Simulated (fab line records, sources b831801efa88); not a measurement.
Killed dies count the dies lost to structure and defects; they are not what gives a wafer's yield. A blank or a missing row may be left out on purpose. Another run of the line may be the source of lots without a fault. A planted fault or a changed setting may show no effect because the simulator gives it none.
Chamber matching ; flow sky130 ; cmp-01 running SKY_VIA2_CMP_24: 4 sister chambers
The step polishes, stops on SiO2, t overpolish 20 s, target thk 0 nm. 8 wafers are shown with their chamber, then 7 later ones without.

## WAFERS PAIRED WITH THEIR CHAMBERS
wafer;chamber;motor-current-A (A);time-to-endpoint-s (s)
L822.6;3;11.5;96.8
L823.4;3;11.7;95.1
L828.5;1;11.2;96.9
L828.6;0;11.1;94.3
L830.1;1;10.9;96.8
L830.5;2;9.5;98.3
L841.1;0;10.8;100.0
L841.5;2;9.5;98.6

## WAFERS WITH NO CHAMBER GIVEN
wafer;motor-current-A (A);time-to-endpoint-s (s)
L841.6;11.0;100.3
L842.1;11.8;97.2
L842.2;12.1;98.4
L842.6;12.4;99.2
L844.2;10.9;102.8
L844.3;9.7;104.5
L844.4;10.7;97.9

## THE CHAMBER EACH PASSED THROUGH
wafer;from the rows above;in truth
L841.6;can't be placed: 0 or 1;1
L842.1;3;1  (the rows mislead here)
L842.2;3;3
L842.6;3;3
L844.2;can't be placed: 0 or 1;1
L844.3;2;2
L844.4;can't be placed: 0 or 1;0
Placed correctly: 3 of 7. Not placeable from these rows: 3 (in 3, the candidates include the true chamber). 1 placed wrongly.
How it was worked out, from the rows above alone: a wafer's distance from a chamber is the root of the sum, over the readings, of the square of ((its reading less the chamber's mean) divided by the reading's scatter). The wafer belongs to the nearest chamber; if the next one is less than 2 further off, it can't be placed. A chamber's mean is the mean of its shown wafers. The scatter: take each reading less its chamber's mean, square it, sum over the shown wafers, divide by the number of wafers less the number of chambers, and take the root.
